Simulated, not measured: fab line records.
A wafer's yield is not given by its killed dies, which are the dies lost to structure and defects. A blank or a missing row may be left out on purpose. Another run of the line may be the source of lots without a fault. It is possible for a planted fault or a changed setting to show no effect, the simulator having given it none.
Which tool is to blame? | flow gf180mcu | Sampling: 11 lots, 33 wafers, 6 of 602 route steps

WHAT THE GAUGES SHOWED, per wafer
GF_V1_THK_MEAS_01. Usual: V1_CVD_00_THK 600 nm, standard deviation 5.7.
lot  | measured     | on           | V1_CVD_00_THK (nm) | flag
L575 | day 17 11:47 | filmMetro-03 | 605 606 597        | 
L579 | day 18 17:54 | filmMetro-01 | 601 600 607        | 
L580 | day 19 03:05 | filmMetro-03 | 603 597 606        | 
L581 | day 19 13:11 | filmMetro-01 | 601 599 607        | 
L582 | day 19 15:03 | filmMetro-03 | 599 599 599        | 
L583 | day 19 23:24 | filmMetro-03 | 602 603 607        | 
L588 | day 22 05:46 | filmMetro-04 | 610 596 600        | 
L591 | day 23 03:43 | filmMetro-01 | 598 606 600        | 
L593 | day 23 20:24 | filmMetro-03 | 610 599 599        | 
L594 | day 24 04:59 | filmMetro-03 | 603 607 610        | 
L595 | day 24 11:28 | filmMetro-03 | 611 600 601        | 

GF_V1_OVL_MEAS_15. Usual: V1_OVL -3 nm, standard deviation 4.8.
lot  | measured     | on         | V1_OVL (nm) | flag
L575 | day 18 11:08 | overlay-01 | -5 -3 -7    | 
L579 | day 19 19:11 | overlay-02 | -8 -3 2     | 
L580 | day 20 04:20 | overlay-01 | -9 -10 -8   | 
L581 | day 20 14:26 | overlay-02 | 2 -1 4      | 
L582 | day 20 15:44 | overlay-01 | -6 -6 -3    | 
L583 | day 21 00:02 | overlay-02 | 3 -3 7      | 
L588 | day 23 04:56 | overlay-02 | -11 -2 -7   | 
L591 | day 24 03:08 | overlay-01 | -3 -2 -7    | 
L593 | day 24 19:14 | overlay-02 | 4 -6 -5     | 
L594 | day 25 02:59 | overlay-02 | 2 6 2       | 
L595 | day 25 10:23 | overlay-01 | 2 -3 -1     | 

GF_M2_RS_MEAS_05: uses a four-point probe to measure. Usual: M2_ALCU_RS 0.0691 ohm/sq, standard deviation 0.00078.
lot  | measured     | on           | M2_ALCU_RS (ohm/sq)  | flag
L575 | day 18 12:48 | filmMetro-03 | 0.0694 0.0697 0.0697 | 
L579 | day 19 20:49 | filmMetro-03 | 0.0694 0.0687 0.0693 | 
L580 | day 20 06:05 | filmMetro-02 | 0.0696 0.0688 0.0693 | 
L581 | day 20 16:12 | filmMetro-03 | 0.0694 0.0708 0.0691 | 
L582 | day 20 17:24 | filmMetro-04 | 0.0695 0.0689 0.0691 | 
L583 | day 21 01:41 | filmMetro-04 | 0.0690 0.0691 0.0684 | 
L588 | day 23 06:46 | filmMetro-03 | 0.1061 0.1089 0.1096 | OFF
L591 | day 24 04:46 | filmMetro-04 | 0.1071 0.1081 0.1063 | OFF
L593 | day 24 20:51 | filmMetro-02 | 0.0681 0.0687 0.0677 | 
L594 | day 25 04:36 | filmMetro-03 | 0.0683 0.0675 0.0683 | 
L595 | day 25 12:01 | filmMetro-02 | 0.0693 0.0693 0.0690 | 

GF_M2_THK_MEAS_06: measures by xrf. Usual: M2_ALCU_THK 444 nm, standard deviation 5.5.
lot  | measured     | on           | M2_ALCU_THK (nm) | flag
L575 | day 18 12:55 | filmMetro-03 | 441 440 438      | 
L579 | day 19 20:55 | filmMetro-03 | 442 448 443      | 
L580 | day 20 06:13 | filmMetro-02 | 439 444 441      | 
L581 | day 20 16:19 | filmMetro-03 | 439 432 442      | 
L582 | day 20 17:30 | filmMetro-04 | 445 447 446      | 
L583 | day 21 01:48 | filmMetro-04 | 446 445 450      | 
L588 | day 23 06:53 | filmMetro-03 | 291 282 281      | OFF
L591 | day 24 04:53 | filmMetro-04 | 289 288 291      | OFF
L593 | day 24 20:58 | filmMetro-02 | 445 443 450      | 
L594 | day 25 04:43 | filmMetro-03 | 448 453 449      | 
L595 | day 25 12:08 | filmMetro-02 | 441 445 442      | 

TOOL THAT RAN EACH LOT (tool first, then ch and the chambers of the sampled wafers, then the start)
lot  | GF_V1_ETCH_16                     | GF_M2_SPUTTER_02
L575 | rieDiel-02 ch 0,1,2, day 18 11:10 | pvdSputter-01, day 18 12:41
L579 | rieDiel-03 ch 0,1,2, day 19 19:13 | pvdSputter-01, day 19 20:42
L580 | rieDiel-04 ch 1,2,3, day 20 04:22 | pvdSputter-01, day 20 06:00
L581 | rieDiel-03 ch 0,1,2, day 20 14:28 | pvdSputter-01, day 20 16:07
L582 | rieDiel-04 ch 1,3, day 20 15:46   | pvdSputter-03, day 20 17:16
L583 | rieDiel-04 ch 0,1,2, day 21 00:04 | pvdSputter-03, day 21 01:35
L588 | rieDiel-04 ch 1,2, day 23 04:58   | pvdSputter-01, day 23 06:40
L591 | rieDiel-03 ch 0,2,3, day 24 03:10 | pvdSputter-01, day 24 04:40
L593 | rieDiel-04 ch 0,2,3, day 24 19:16 | pvdSputter-02, day 24 20:46
L594 | rieDiel-03 ch 0,2,3, day 25 03:01 | pvdSputter-03, day 25 04:31
L595 | rieDiel-04 ch 0,1, day 25 10:25   | pvdSputter-03, day 25 11:55
- GF_V1_ETCH_16: etches BARC in N2/H2.
- GF_M2_SPUTTER_02: material AlCu, target thk 450 nm, time 23.9 s.

AS READ BY THE TOOLS THEMSELVES (means over the sampled wafers that have a number; for cases with no such wafer, the mark the record gives instead)
GF_V1_ETCH_16. Usual: drypumpMotorCurrentA 5.6 A, standard deviation 0.39; oesProductAu 0.856 a.u., standard deviation 0.0046; throttleValvePct 13.224 %, standard deviation 0.0088.
lot  | tool       | drypumpMotorCurrentA (A) | oesProductAu (a.u.) | throttleValvePct (%) | flag
L575 | rieDiel-02 | 6.0                      | 0.857               | 13.229               | 
L579 | rieDiel-03 | 5.8                      | 0.858               | 13.221               | 
L580 | rieDiel-04 | 5.4                      | 0.857               | 13.219               | 
L581 | rieDiel-03 | 5.7                      | 0.851               | 13.230               | 
L582 | rieDiel-04 | 5.6                      | 0.854               | 13.222               | 
L583 | rieDiel-04 | 5.3                      | 0.857               | 13.226               | 
L588 | rieDiel-04 | 5.6                      | 0.859               | 13.226               | 
L591 | rieDiel-03 | 5.7                      | 0.859               | 13.222               | 
L593 | rieDiel-04 | 5.2                      | 0.857               | 13.221               | 
L594 | rieDiel-03 | 5.8                      | 0.851               | 13.225               | 
L595 | rieDiel-04 | 5.5                      | 0.857               | 13.221               | 

GF_M2_SPUTTER_02. Usual: throttleValvePct 29.7 %, standard deviation 1.2.
lot  | tool          | throttleValvePct (%) | flag
L575 | pvdSputter-01 | 29.0                 | 
L579 | pvdSputter-01 | 29.4                 | 
L580 | pvdSputter-01 | 28.5                 | 
L581 | pvdSputter-01 | 29.2                 | 
L582 | pvdSputter-03 | 30.0                 | 
L583 | pvdSputter-03 | 29.9                 | 
L588 | pvdSputter-01 | 28.9                 | 
L591 | pvdSputter-01 | 29.8                 | 
L593 | pvdSputter-02 | 29.3                 | 
L594 | pvdSputter-03 | 29.3                 | 
L595 | pvdSputter-03 | 31.0                 | 

THE ANSWER, worked out from the rows above alone
Rule: lot off if the mean of its wafers having a number is beyond 3 standard deviations from the usual mean. Also off: a lot with no number at a reading for which 4 or more lots have one. The other lots that the step has rows for count as sound. First the gauges in route order, then the tools' own readings, where a lot's mean is used as printed above. At the first step where some lot is off, the reading lying furthest off is the one used; lots without a number count as furthest.
Off: L588, L591, seen at GF_M2_RS_MEAS_05 (M2_ALCU_RS).
A tool fits if, at a process step before that reading, it ran every lot that is off, and no sound lot after the first of them. Those tools and the gauges at GF_M2_RS_MEAS_05 are tried in the same way. One candidate fits, namely pvdSputter-01 at GF_M2_SPUTTER_02. Its last sound lot is L581 (day 20 16:07), its first lot that is off L588 (day 23 06:40): a fault that began between those two fits.

WHAT THE SIMULATOR HAD PUT IN
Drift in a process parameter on pvdSputter-01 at GF_M2_SPUTTER_02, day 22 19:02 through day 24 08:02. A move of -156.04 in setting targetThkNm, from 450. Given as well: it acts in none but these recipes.
Struck lots among those shown: L588, L591. Same finding as the rule above.
